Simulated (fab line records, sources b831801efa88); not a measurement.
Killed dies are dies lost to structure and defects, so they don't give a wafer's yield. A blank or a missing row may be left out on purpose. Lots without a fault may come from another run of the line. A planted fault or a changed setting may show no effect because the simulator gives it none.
A struck lot beside a sound one | flow gf180mcu | 16 steps out of a route of 602
Sound: wafers L168.1, L168.2, L168.4. Struck: wafers L174.2, L174.5. (L174.3 of the same lot was not struck and is left out.) The cause comes at the end.
At each step with rows: each side's tool, then ch and its chambers, then its first start. Under that, the readings that differ: sound wafers | struck wafers | difference of the means | sigmas: that difference in standard deviations of wafers without a fault.
alike: readings whose means differ by less than 2 such deviations, and words and numbers that are the same on both sides. not compared: withheld readings, readings that some wafer has no value for, bounds like >300 that may hide the same value, and numbers for which the record gives no deviation and whose values overlap.
The two part at a step that has a row with sigmas, a row that says differs or no value, or rows on one side only. Numbers that don't overlap but have no deviation are shown without sigmas and don't part them. A reading that every wafer of one side lacks parts them only if that side has two wafers or more.

GF_SAB_STRIP_13: strips in O2/N2.
  sound on plasma_asher-02 ch 0,1, day 16 20:38; struck on plasma_asher-02 ch 1, day 19 02:05
  alike: drypump_motor_current_A, heater_power_w, oes_product_au, strip_time_to_endpoint_s
  not compared: rf_hours_counter_h
then, 2 steps without rows for these wafers: GF_SALICIDE_CLEAN_00 (cleans in SC1/SC2, time 150 s); GF_SALICIDE_WET_ETCH_01 (etches SiO2 in dHF, target depth 5 nm, time 100 s).
GF_SALICIDE_SPUTTER_02: material Co, target thk 10 nm, time 20 s.
  sound on pvd_sputter-03, day 16 20:49; struck on pvd_sputter-03, day 19 02:20
  alike: throttle_valve_pct
GF_SALICIDE_SPUTTER_03: material TiN, target thk 20 nm, time 16.7 s.
  sound on pvd_sputter-03, day 16 20:50; struck on pvd_sputter-03, day 19 02:22
  alike: throttle_valve_pct
GF_SALICIDE_RS_MEAS_04: measures by four-point-probe.
  sound on film_metro-04, day 16 20:52; struck on film_metro-01, day 19 02:25
  alike: SALICIDE_TIN_RS
GF_SALICIDE_THK_MEAS_05: measures by xrf.
  sound on film_metro-04, day 16 20:59; struck on film_metro-01, day 19 02:31
  alike: SALICIDE_TIN_THK
GF_SALICIDE_RTA_06: time 30 s.
  sound on rtp_anneal-02 ch 0, day 16 21:03; struck on rtp_anneal-01 ch 0, day 19 02:35
  reading            | sound          | struck    | difference | sigmas
  lamp_power_pct (%) | 6.72 6.72 6.73 | 6.24 6.23 | -0.49      | -2
  alike: anneal_temp_c_max, wafer_temp_C_max
then, 1 step without rows for these wafers: GF_SALICIDE_WET_ETCH_07 (etches the open film in SPM, target depth 120 nm).
GF_SALICIDE_RTA_08: time 30 s.
  sound on rtp_anneal-01 ch 0, day 16 21:14; struck on rtp_anneal-02 ch 0, day 19 02:47
  reading            | sound             | struck      | difference | sigmas
  lamp_power_pct (%) | 17.3 17.3 17.3    | 18.7 18.7   | +1.4       | +2
  wafer_temp_C_max   | 803.3 804.4 804.5 | 807.4 804.7 | +2.0       | +2
  alike: anneal_temp_c_max
then, 1 step without rows for these wafers: GF_CONTACT_CVD_00 (deposits SiO2, target thk 300 nm, time 50 s).
GF_CONTACT_THK_MEAS_01:
  sound on film_metro-02, day 16 21:23; struck on film_metro-02, day 19 02:55
  alike: CONTACT_CVD_00_THK
GF_CONTACT_CVD_02: deposits SiO2 from TEOS, target thk 860 nm, time 95.992 s.
  sound on pecvd-04 ch 0,1,2, day 16 21:26; struck on pecvd-04 ch 0,2, day 19 02:58
  reading                                  | sound         | struck    | difference | sigmas
  model.SiO2_of_CONTACT_CVD_02.thk_nm (nm) | 864 846 882.2 | 1299 1335 | +453       |
  alike: heater_power_w
GF_CONTACT_THK_MEAS_03:
  sound on film_metro-01, day 16 21:31; struck on film_metro-02, day 19 03:05
  reading                 | sound       | struck    | difference | sigmas
  CONTACT_CVD_02_THK (nm) | 864 846 882 | 1300 1335 | +454       | +46
GF_CONTACT_CMP_04: polishes SiO2.
  sound on cmp-02 ch 1,2,3, day 16 21:34; struck on cmp-01 ch 1,3, day 19 03:14
  reading                | sound       | struck  | difference | sigmas
  time_to_endpoint_s (s) | 110 106 109 | 278 305 | +183       | +30
  alike: motor_current_A, slurry_flow_ml_min
GF_CONTACT_BOW_MEAS_05:
  sound on film_metro-01, day 16 21:52; struck on film_metro-03, day 19 03:28
  alike: CONTACT_BOW

WHERE THEY PART
First at GF_SALICIDE_RTA_06; last, within this record, at GF_CONTACT_CMP_04. Later steps at which nothing parts them and some readings are alike: GF_CONTACT_BOW_MEAS_05.

WHY: what the simulator had put in
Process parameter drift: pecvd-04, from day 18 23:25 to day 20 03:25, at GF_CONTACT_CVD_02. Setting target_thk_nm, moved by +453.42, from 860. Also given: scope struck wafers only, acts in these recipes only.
